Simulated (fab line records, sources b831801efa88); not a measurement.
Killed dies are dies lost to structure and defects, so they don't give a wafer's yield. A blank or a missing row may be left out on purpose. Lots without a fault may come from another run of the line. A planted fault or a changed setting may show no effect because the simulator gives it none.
A struck lot beside a sound one | flow gf180mcu | 16 steps out of a route of 602
Sound: wafers L182.2, L182.4, L182.6. Struck: wafers L191.1, L191.3, L191.4. The cause comes at the end.
At each step with rows: each side's tool, then ch and its chambers, then its first start. Under that, the readings that differ: sound wafers | struck wafers | difference of the means | sigmas: that difference in standard deviations of wafers without a fault.
alike: readings whose means differ by less than 2 such deviations, and words and numbers that are the same on both sides. not compared: withheld readings, readings that some wafer has no value for, bounds like >300 that may hide the same value, and numbers for which the record gives no deviation and whose values overlap.
The two part at a step that has a row with sigmas, a row that says differs or no value, or rows on one side only. Numbers that don't overlap but have no deviation are shown without sigmas and don't part them. A reading that every wafer of one side lacks parts them only if that side has two wafers or more.

first, 6 steps without rows for these wafers: GF_PSD_HMDS_01 (prime time 60 s); GF_PSD_COAT_02 (resist thk 1000 nm); GF_PSD_SOFTBAKE_03 (time 60 s); GF_PSD_EXPOSE_04 (exposes mask Pplus, target cd 400 nm); GF_PSD_PEB_05; GF_PSD_DEVELOP_06 (develop time 59.07 s).
GF_PSD_CD_MEAS_07: target cd 400 nm.
  sound on cd_sem-02, day 16 18:40; struck on cd_sem-01, day 19 19:21
  alike: cd_nm
GF_PSD_OVL_MEAS_08:
  sound on overlay-02, day 16 18:47; struck on overlay-02, day 19 19:28
  alike: PSD_OVL
then, 1 step without rows for these wafers: GF_PSD_IMPLANT_09.
GF_PSD_STRIP_10: strips in O2/N2.
  sound on plasma_asher-03 ch 0,1, day 16 18:58; struck on plasma_asher-04 ch 0,1, day 19 19:40
  alike: drypump_motor_current_A, heater_power_w, oes_product_au, strip_time_to_endpoint_s
  not compared: rf_hours_counter_h
GF_PSD_TW_MEAS_11:
  sound on film_metro-03, day 16 19:04; struck on film_metro-04, day 19 19:46
  reading | sound          | struck         | difference | sigmas
  PSD_TW  | 3129 3125 3131 | 3209 3215 3200 | +80        | +2
then, 1 step without rows for these wafers: GF_PSD_CLEAN_12 (cleans in SC1/SC2, time 150 s).
GF_PSD_RTA_13: time 20 s.
  sound on rtp_anneal-01 ch 0, day 16 19:11; struck on rtp_anneal-02 ch 0, day 19 19:52
  reading          | sound                | struck               | difference | sigmas
  wafer_temp_C_max | 1030.8 1031.4 1031.5 | 1011.2 1013.0 1011.8 | -19.2      | -11
  alike: lamp_power_pct
GF_PSD_RS_MEAS_14: measures by four-point-probe.
  sound on film_metro-02, day 16 19:16; struck on film_metro-03, day 19 20:14
  reading         | sound             | struck            | difference | sigmas
  NSD_RS (ohm/sq) | 46.17 46.17 46.09 | 48.95 49.09 48.92 | +2.84      | +30
  not compared: hold
GF_PSD_RS_MEAS_15: measures by four-point-probe.
  sound on film_metro-02, day 16 19:23; struck on film_metro-03, day 19 23:24
  reading         | sound                | struck               | difference | sigmas
  PSD_RS (ohm/sq) | 108.38 108.36 108.60 | 123.43 123.52 124.16 | +15.26     | +53
  not compared: hold
GF_PASSIVATION_PROBE_99:
  the record has rows for the sound wafers here (prober-01, day 31 06:39) and none for the struck ones

WHERE THEY PART
First at GF_PSD_TW_MEAS_11; last, within this record, at GF_PASSIVATION_PROBE_99.

WHY: what the simulator had put in
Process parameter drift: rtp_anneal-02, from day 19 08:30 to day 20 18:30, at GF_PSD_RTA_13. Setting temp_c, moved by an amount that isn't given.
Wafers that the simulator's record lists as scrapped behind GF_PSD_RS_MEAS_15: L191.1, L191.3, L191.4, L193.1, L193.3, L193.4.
